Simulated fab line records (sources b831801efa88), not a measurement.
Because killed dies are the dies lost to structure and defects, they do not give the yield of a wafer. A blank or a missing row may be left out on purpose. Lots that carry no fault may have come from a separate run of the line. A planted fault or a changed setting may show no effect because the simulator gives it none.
fab line records | flow sky130
record: lots: 6 | wafers: 18 | last_day: 50
route steps=708 shown SD_P@328 RES_XHIGH@332 PAD_OPEN@708
lots with no fault: from the same line, run without faults
start_h: start of the lot's first displayed wafer, in hours after the record's first day | wait_h: hours since the lot's step before | " the same as in the row above | L1.1+2: a single row standing in for several wafers | - no value, or no start given | * or withheld: withheld | < > ~ a bound
route shown NAME@n: NAME is a module with steps in the file, n the number in the route of the first one | usual: mean/standard deviation of fault-free wafers | same: alike in all rows | chamber/n: place in a boat | sites: the reading at each site | _std_site: the standard deviation of these | _edge_site: inner sites' mean taken away from outer sites' mean | radius_mm: for every site, how far away it sits from the centre of the wafer | mask NAME#n: copy n | behind: the most recent tool/chamber to have shaped the wafer | hold: what put the lot on hold/how long, in hours/how the hold closed | device: transistor that didn't switch, given as n, p or np | end of line: the same wafers' tests at the end of the route | a step with no rows: only its recipe | killed: at the first sort, the dies lost to defects and structure; wafer yield is something else | map: dies across one wafer; x = killed, . = not, _ = none there
set.NAME: the setting as run; set.NAME@STEP: as run at that earlier step | model.NAME: the simulator's own value behind a step, which no gauge read
a table for each step, a row for each wafer; lots at some steps of the route
services: from which hour (start_h, from the record's first day; less than 0 if before it) a tool's chamber was out of use, for how many hours, and why
== steps ==
step: SKY_SD_P_OVL_MEAS_08
usual: SD_P_OVL: 0.3/1.6
lot.wafer | tool       | chamber | start_h | wait_h | SD_P_OVL[nm]
L885.2    | overlay-01 | -       | 586.04  | 0.1    | 0.0
L885.5    | "          | -       | "       | "      | 1.0
L885.6    | "          | -       | "       | "      | 1.6
L887.1    | overlay-02 | -       | 616.14  | 0.1    | 0.8
L887.2    | "          | -       | "       | "      | 2.5
L887.4    | "          | -       | "       | "      | 0.0
L889.1    | overlay-02 | -       | 616.48  | 0.1    | 4.1
L889.5    | "          | -       | "       | "      | 5.2
L889.6    | "          | -       | "       | "      | 2.7
L904.1    | overlay-02 | -       | 742.84  | 0.1    | 0.1
L904.3    | "          | -       | "       | "      | 3.8
L904.5    | "          | -       | "       | "      | -0.1
L907.2    | overlay-01 | -       | 789.39  | 0.1    | 3.6
L907.5    | "          | -       | "       | "      | 0.7
L907.6    | "          | -       | "       | "      | 2.0
L908.1    | overlay-01 | -       | 789.69  | 0.1    | -1.7
L908.3    | "          | -       | "       | "      | -0.2
L908.6    | "          | -       | "       | "      | 0.2
step: SKY_SD_P_IMPLANT_09
recipe: species: BF2 | energy_kev: 20 | dose_cm2: 3e+15 | tilt_deg: 0
step: SKY_SD_P_STRIP_10
recipe: chemistry: O2/N2 | power_w: 1400 | pressure_mtorr: 1500 | platen_temp_c: withheld | o2_flow_sccm: 3000 | n2_flow_sccm: 300 | overash_fraction: 0.5
usual: drypump_motor_current_A: 5.68/0.29 | oes_product_au: 0.617/0.0045 | strip_time_to_endpoint_s: 17.49/0.042
lot.wafer | tool            | chamber | start_h | wait_h | drypump_motor_current_A | oes_product_au | rf_hours_counter_h | strip_time_to_endpoint_s
L885.2    | plasma_asher-04 | 1       | 586.22  | 0.1    | 5.54                    | 0.612          | 47                 | 17.47
L885.5    | "               | 0       | "       | "      | 5.82                    | 0.621          | -                  | 17.46
L885.6    | "               | 1       | "       | "      | 5.56                    | 0.614          | -                  | 17.49
L887.1    | plasma_asher-04 | 1       | 616.32  | 0.1    | 5.51                    | 0.617          | 50                 | 17.46
L887.2    | "               | 0       | "       | "      | 5.84                    | 0.618          | 50                 | 17.47
L887.4    | "               | 0       | "       | "      | 5.87                    | 0.618          | -                  | 17.45
L889.1    | plasma_asher-04 | 1       | 616.67  | 0.1    | 5.46                    | 0.619          | 50                 | 17.49
L889.5    | "               | 0       | "       | "      | 5.86                    | 0.614          | -                  | 17.56
L889.6    | "               | 1       | "       | "      | 5.47                    | 0.619          | -                  | 17.51
L904.1    | plasma_asher-02 | 1       | 743.02  | 0.1    | 6.12                    | 0.614          | 0                  | 17.55
L904.3    | "               | 1       | "       | "      | 6.10                    | 0.617          | -                  | 17.56
L904.5    | "               | 1       | "       | "      | 6.09                    | 0.622          | -                  | 17.55
L907.2    | plasma_asher-02 | 1       | 789.57  | 0.1    | 6.11                    | 0.616          | 4                  | 17.48
L907.5    | "               | 0       | "       | "      | 5.23                    | 0.617          | -                  | 17.43
L907.6    | "               | 1       | "       | "      | 6.11                    | 0.612          | -                  | 17.48
L908.1    | plasma_asher-02 | 1       | 789.87  | 0.1    | 6.10                    | 0.625          | 4                  | 17.43
L908.3    | "               | 0       | "       | "      | 5.25                    | 0.612          | -                  | 17.46
L908.6    | "               | 0       | "       | "      | 5.24                    | 0.610          | -                  | 17.45
step: SKY_SD_P_TW_MEAS_11
usual: SD_P_TW: 2853/34
lot.wafer | tool          | chamber | start_h | wait_h | SD_P_TW
L885.2    | film_metro-02 | -       | 586.33  | 0.1    | 2805
L885.5    | "             | -       | "       | "      | 2805
L885.6    | "             | -       | "       | "      | 2810
L887.1    | film_metro-02 | -       | 616.42  | 0.1    | 2835
L887.2    | "             | -       | "       | "      | 2819
L887.4    | "             | -       | "       | "      | 2823
L889.1    | film_metro-03 | -       | 616.77  | 0.1    | 2832
L889.5    | "             | -       | "       | "      | 2834
L889.6    | "             | -       | "       | "      | 2812
L904.1    | film_metro-03 | -       | 743.12  | 0.1    | 2826
L904.3    | "             | -       | "       | "      | 2836
L904.5    | "             | -       | "       | "      | 2849
L907.2    | film_metro-03 | -       | 789.68  | 0.1    | 2827
L907.5    | "             | -       | "       | "      | 2851
L907.6    | "             | -       | "       | "      | 2827
L908.1    | film_metro-04 | -       | 789.97  | 0.1    | 2892
L908.3    | "             | -       | "       | "      | 2896
L908.6    | "             | -       | "       | "      | 2877
step: SKY_RES_XHIGH_DEHYDRATE_00
recipe: temp_c: 200 | time_s: 60
step: SKY_RES_XHIGH_HMDS_01
recipe: prime_time_s: 60 | prime_temp_c: 120
step: SKY_RES_XHIGH_COAT_02
recipe: resist: NOVOLAK | spin_rpm: 3000 | resist_thk_nm: 1140
step: SKY_RES_XHIGH_SOFTBAKE_03
recipe: temp_c: 90 | time_s: 60 | resist: NOVOLAK
step: SKY_RES_XHIGH_EXPOSE_04
recipe: mask_id: URPM | na: 0.6 | source_shape: conventional | sigma_outer: 0.6 | polarization: unpolarized | target_cd_nm: 1270 | dose_mj: 140
step: SKY_RES_XHIGH_PEB_05
recipe: temp_c: withheld | time_s: * | resist: NOVOLAK
step: SKY_RES_XHIGH_DEVELOP_06
recipe: resist: NOVOLAK | developer: TMAH | develop_time_s: 60 | dev_temp_c: 23
step: SKY_RES_XHIGH_IMPLANT_07
recipe: species: BF2 | energy_kev: 20 | dose_cm2: 3.631e+14 | tilt_deg: 0
step: SKY_RES_XHIGH_STRIP_08
recipe: chemistry: O2/N2 | power_w: 1400 | pressure_mtorr: 1500 | platen_temp_c: withheld | o2_flow_sccm: 3000 | n2_flow_sccm: 300 | overash_fraction: 0.5
usual: drypump_motor_current_A: 5.9/0.42 | oes_product_au: 0.710/0.0046 | strip_time_to_endpoint_s: 14.28/0.035
lot.wafer | tool            | chamber | start_h | wait_h | drypump_motor_current_A | oes_product_au | rf_hours_counter_h | strip_time_to_endpoint_s
L885.2    | plasma_asher-01 | 1       | 615.07  | 0.1    | 6.0                     | 0.707          | 16                 | 14.25
L885.5    | "               | 1       | "       | "      | 6.0                     | 0.706          | -                  | 14.27
L885.6    | "               | 0       | "       | "      | 6.5                     | 0.715          | -                  | 14.28
L887.1    | plasma_asher-01 | 1       | 645.02  | 0.1    | 6.0                     | 0.700          | 19                 | 14.30
L887.2    | "               | 0       | "       | "      | 6.5                     | 0.695          | 19                 | 14.92
L887.4    | "               | 0       | "       | "      | 6.5                     | 0.686          | -                  | 14.91
L889.1    | plasma_asher-01 | 0       | 645.82  | 0.1    | 6.5                     | 0.688          | 20                 | 14.98
L889.5    | "               | 1       | "       | "      | 6.0                     | 0.713          | -                  | 14.33
L889.6    | "               | 0       | "       | "      | 6.5                     | 0.696          | -                  | 14.99
L904.1    | plasma_asher-01 | 1       | 770.12  | 0.1    | 6.0                     | 0.715          | 33                 | 14.26
L904.3    | "               | 0       | "       | "      | 6.5                     | 0.704          | -                  | 14.30
L904.5    | "               | 1       | "       | "      | 6.0                     | 0.707          | -                  | 14.27
L907.2    | plasma_asher-02 | 0       | 815.16  | 0.1    | 5.2                     | 0.709          | 9                  | 14.29
L907.5    | "               | 1       | "       | "      | 6.1                     | 0.713          | -                  | 14.28
L907.6    | "               | 0       | "       | "      | 5.2                     | 0.703          | -                  | 14.29
L908.1    | plasma_asher-02 | 0       | 815.87  | 0.1    | 5.3                     | 0.702          | 9                  | 14.25
L908.3    | "               | 1       | "       | "      | 6.1                     | 0.708          | -                  | 14.24
L908.6    | "               | 0       | "       | "      | 5.3                     | 0.709          | -                  | 14.22
step: SKY_RES_XHIGH_TW_MEAS_09
usual: RES_XHIGH_TW: 1661/24
lot.wafer | tool          | chamber | start_h | wait_h | RES_XHIGH_TW
L885.2    | film_metro-04 | -       | 615.18  | 0.1    | 1681
L885.5    | "             | -       | "       | "      | 1684
L885.6    | "             | -       | "       | "      | 1680
L887.1    | film_metro-03 | -       | 645.12  | 0.1    | 1641
L887.2    | "             | -       | "       | "      | 1643
L887.4    | "             | -       | "       | "      | 1644
L889.1    | film_metro-02 | -       | 645.92  | 0.1    | 1621
L889.5    | "             | -       | "       | "      | 1634
L889.6    | "             | -       | "       | "      | 1621
L904.1    | film_metro-04 | -       | 770.22  | 0.1    | 1687
L904.3    | "             | -       | "       | "      | 1683
L904.5    | "             | -       | "       | "      | 1687
L907.2    | film_metro-04 | -       | 815.27  | 0.1    | 1679
L907.5    | "             | -       | "       | "      | 1698
L907.6    | "             | -       | "       | "      | 1684
L908.1    | film_metro-04 | -       | 815.97  | 0.1    | 1681
L908.3    | "             | -       | "       | "      | 1675
L908.6    | "             | -       | "       | "      | 1691
step: SKY_PAD_OPEN_PROBE_99
usual: killed_at_M0_to_M3: 44/7.5 | killed_at_M4_up: 3.1/1.7 | killed_at_contacts: 24/6.2 | killed_at_front_end: 15/4.2 | killed_at_other: 0.4/0.58 | killed_dies: 85/10 | killed_open: 47/7.7 | killed_short: 38/6.4
same: gross_dies: 492 | killed_at_back_side: 0
lot.wafer | tool      | chamber | start_h | wait_h | killed_at_M0_to_M3 | killed_at_M4_up | killed_at_contacts | killed_at_front_end | killed_at_other | killed_dies | killed_open | killed_short
L885.2    | prober-01 | -       | 1073.04 | 0.1    | 46                 | 2               | 20                 | 21                  | 0               | 89          | 55          | 33
L885.5    | prober-01 | -       | 1073.19 | 0.2    | 51                 | 1               | 26                 | 17                  | 0               | 95          | 51          | 40
L885.6    | prober-01 | -       | 1073.24 | 0.2    | 47                 | 3               | 12                 | 14                  | 0               | 76          | 47          | 25
L887.1    | prober-01 | -       | 1094.04 | 0.1    | 33                 | 2               | 16                 | 15                  | 0               | 66          | 33          | 33
L887.2    | prober-01 | -       | 1094.09 | 0.1    | 42                 | 4               | 22                 | 14                  | 0               | 82          | 38          | 44
L887.4    | prober-01 | -       | 1094.19 | 0.2    | 56                 | 2               | 27                 | 15                  | 0               | 100         | 47          | 53
L889.1    | prober-01 | -       | 1095.54 | 0.1    | 61                 | 2               | 16                 | 13                  | 1               | 93          | 38          | 55
L889.5    | prober-01 | -       | 1095.74 | 0.2    | 54                 | 4               | 16                 | 16                  | 0               | 90          | 56          | 34
L889.6    | prober-01 | -       | 1095.79 | 0.2    | 50                 | 8               | 30                 | 21                  | 0               | 109         | 64          | 45
L904.1    | prober-02 | -       | 1178.08 | 0.1    | 39                 | 1               | 18                 | 13                  | 0               | 71          | 38          | 33
L904.3    | prober-02 | -       | 1178.18 | 0.2    | 43                 | 3               | 13                 | 20                  | 0               | 79          | 41          | 38
L904.5    | prober-02 | -       | 1178.28 | 0.2    | 41                 | 2               | 25                 | 12                  | 0               | 80          | 49          | 31
L907.2    | prober-01 | -       | 1205.58 | 0.1    | 36                 | 3               | 26                 | 15                  | 0               | 80          | 39          | 41
L907.5    | prober-01 | -       | 1205.73 | 0.2    | 40                 | 2               | 18                 | 22                  | 0               | 82          | 44          | 38
L907.6    | prober-01 | -       | 1205.78 | 0.2    | 47                 | 0               | 27                 | 16                  | 0               | 90          | 58          | 31
L908.1    | prober-01 | -       | 1207.99 | 0.1    | 64                 | 1               | 24                 | 15                  | 0               | 104         | 55          | 49
L908.3    | prober-01 | -       | 1208.09 | 0.2    | 45                 | 3               | 34                 | 12                  | 1               | 95          | 60          | 35
L908.6    | prober-01 | -       | 1208.24 | 0.2    | 39                 | 3               | 26                 | 17                  | 0               | 85          | 46          | 39
killed by level:class
L885.2 VIA1:geometric_particle:open=15 FIELD_ISO:geometric_particle:open=7 VIA3:geometric_particle:open=7 METAL1:geometric_particle:short=6 LI_CONTACT:geometric_particle:open=6 POLY_GATE:geometric_particle:open=5 CONTACT:geometric_particle:open=5 VIA3:geometric_particle:short=5
L885.5 CONTACT:geometric_particle:open=13 VIA3:geometric_particle:open=8 VIA1:geometric_particle:open=7 VIA2:geometric_particle:open=7 FIELD_ISO:geometric_particle:short=6 METAL1:geometric_particle:short=6 METAL2:geometric_particle:short=6 FIELD_ISO:geometric_particle:open=5
L885.6 VIA1:geometric_particle:open=16 VIA2:geometric_particle:open=8 VIA3:geometric_particle:short=6 FIELD_ISO:geometric_particle:open=4 LI_CONTACT:geometric_particle:open=4 VIA3:geometric_particle:open=4 CONTACT:geometric_particle:open=3 METAL1:geometric_particle:open=3
L887.1 VIA1:geometric_particle:open=13 VIA2:geometric_particle:open=5 FIELD_ISO:geometric_particle:short=4 LI_CONTACT:geometric_particle:short=4 METAL2:geometric_particle:short=4 SONOS_ONO:geometric_particle:short=3 LI_CONTACT:geometric_particle:open=3 LOCAL_INTERCONNECT:geometric_particle:short=3
L887.2 VIA1:geometric_particle:open=12 METAL2:geometric_particle:short=8 LI_CONTACT:geometric_particle:open=7 VIA1:geometric_particle:short=6 LOCAL_INTERCONNECT:geometric_particle:short=5 CONTACT:geometric_particle:open=5 VIA2:geometric_particle:open=5 POLY_GATE:geometric_particle:short=4
L887.4 VIA1:geometric_particle:short=16 CONTACT:geometric_particle:open=12 METAL2:geometric_particle:short=11 VIA1:geometric_particle:open=7 VIA2:geometric_particle:open=6 FIELD_ISO:geometric_particle:open=5 VIA3:geometric_particle:open=5 LI_CONTACT:geometric_particle:open=5
L889.1 VIA1:geometric_particle:open=14 METAL1:geometric_particle:short=10 METAL2:geometric_particle:short=8 VIA1:geometric_particle:short=8 VIA3:geometric_particle:short=7 POLY_GATE:geometric_particle:short=6 LI_CONTACT:geometric_particle:short=5 VIA2:geometric_particle:open=5
L889.5 VIA1:geometric_particle:open=17 VIA1:geometric_particle:short=9 CONTACT:geometric_particle:open=8 VIA2:geometric_particle:open=8 POLY_GATE:geometric_particle:short=5 POLY_GATE:geometric_particle:open=5 METAL1:geometric_particle:short=4 METAL2:geometric_particle:short=4
L889.6 VIA1:geometric_particle:open=16 CONTACT:geometric_particle:open=9 LI_CONTACT:geometric_particle:open=8 VIA3:geometric_particle:open=8 CONTACT:geometric_particle:short=7 METAL2:geometric_particle:short=6 POLY_GATE:geometric_particle:short=6 VIA2:geometric_particle:open=6
L904.1 VIA1:geometric_particle:open=11 VIA2:geometric_particle:open=7 CONTACT:geometric_particle:open=5 METAL2:geometric_particle:short=5 CONTACT:geometric_particle:short=4 METAL1:geometric_particle:short=4 VIA1:geometric_particle:short=4 FIELD_ISO:geometric_particle:open=3
L904.3 VIA2:geometric_particle:open=11 VIA1:geometric_particle:open=10 FIELD_ISO:geometric_particle:open=6 FIELD_ISO:geometric_particle:short=5 METAL2:geometric_particle:short=5 METAL1:geometric_particle:short=4 CONTACT:geometric_particle:open=4 VIA1:geometric_particle:short=4
L904.5 VIA1:geometric_particle:open=16 CONTACT:geometric_particle:open=12 METAL2:geometric_particle:short=6 LI_CONTACT:geometric_particle:open=5 VIA2:geometric_particle:open=5 METAL1:geometric_particle:short=4 CONTACT:geometric_particle:short=4 FIELD_ISO:geometric_particle:open=3
L907.2 CONTACT:geometric_particle:open=8 VIA1:geometric_particle:open=7 LOCAL_INTERCONNECT:geometric_particle:short=6 VIA3:geometric_particle:open=6 FIELD_ISO:geometric_particle:short=5 CONTACT:geometric_particle:short=5 VIA1:geometric_particle:short=5 METAL2:geometric_particle:short=5
L907.5 VIA1:geometric_particle:open=11 VIA3:geometric_particle:open=8 POLY_GATE:geometric_particle:short=7 CONTACT:geometric_particle:open=7 FIELD_ISO:geometric_particle:short=5 METAL2:geometric_particle:short=5 LI_CONTACT:geometric_particle:open=4 METAL1:geometric_particle:short=4
L907.6 VIA1:geometric_particle:open=17 VIA2:geometric_particle:open=11 CONTACT:geometric_particle:open=10 VIA3:geometric_particle:open=6 FIELD_ISO:geometric_particle:open=5 LI_CONTACT:geometric_particle:open=5 CONTACT:geometric_particle:short=5 METAL1:geometric_particle:short=5
L908.1 VIA1:geometric_particle:open=11 VIA3:geometric_particle:open=10 VIA2:geometric_particle:open=9 METAL2:geometric_particle:short=9 LI_CONTACT:geometric_particle:open=8 CONTACT:geometric_particle:open=6 METAL1:geometric_particle:short=6 POLY_GATE:geometric_particle:short=5
L908.3 CONTACT:geometric_particle:open=20 VIA1:geometric_particle:open=10 VIA2:geometric_particle:open=10 LI_CONTACT:geometric_particle:open=6 METAL1:geometric_particle:short=5 VIA3:geometric_particle:open=5 POLY_GATE:geometric_particle:short=4 CONTACT:geometric_particle:short=4
L908.6 CONTACT:geometric_particle:open=13 VIA1:geometric_particle:open=9 VIA3:geometric_particle:open=8 POLY_GATE:geometric_particle:short=6 POLY_GATE:geometric_particle:open=5 VIA2:geometric_particle:open=5 CONTACT:geometric_particle:short=5 FIELD_ISO:geometric_particle:short=4
== services ==
tool            | chamber | start_h | hours | kind
plasma_asher-02 | -       | 733.75  | 9.0   | pm
plasma_asher-02 | 0       | 733.75  | 9.0   | vent_cycle
plasma_asher-02 | 1       | 733.75  | 9.0   | vent_cycle
plasma_asher-02 | 0       | 742.75  | -     | clean
plasma_asher-02 | 1       | 742.75  | -     | clean
plasma_asher-01 | -       | 791.39  | 28.3  | pm
== key ==
first_sign: step: SKY_RES_XHIGH_STRIP_08 | reading: strip_time_to_endpoint_s | direction: up | sigmas: 19 | usual: * | struck: *
effect: step: SKY_RES_XHIGH_STRIP_08 | reading: oes_product_au | direction: down | sigmas: 4.2 | usual: 0.710 | struck: 0.691
met_at SKY_RES_XHIGH_STRIP_08
struck_wafers L887.2,L887.4,L889.1,L889.6
tester_left_out L887,L889
onset_between 615.07 645.02
fault: kind: process_parameter_drift | tool: plasma_asher-01 | chamber: 0 | onset_h: 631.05 | steps: SKY_RES_XHIGH_STRIP_08 | channel: power_w | offset: * | shape: step | end_h: 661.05 | acts_in: * | stated: *
tester_left_out: of these lots the tester's yield and bins aren't shown, on N5 and GAA mostly nor the transistor test; their killed dies are dies lost to structure and defects alone, not to doping, threshold or leakage, so they don't give the yield
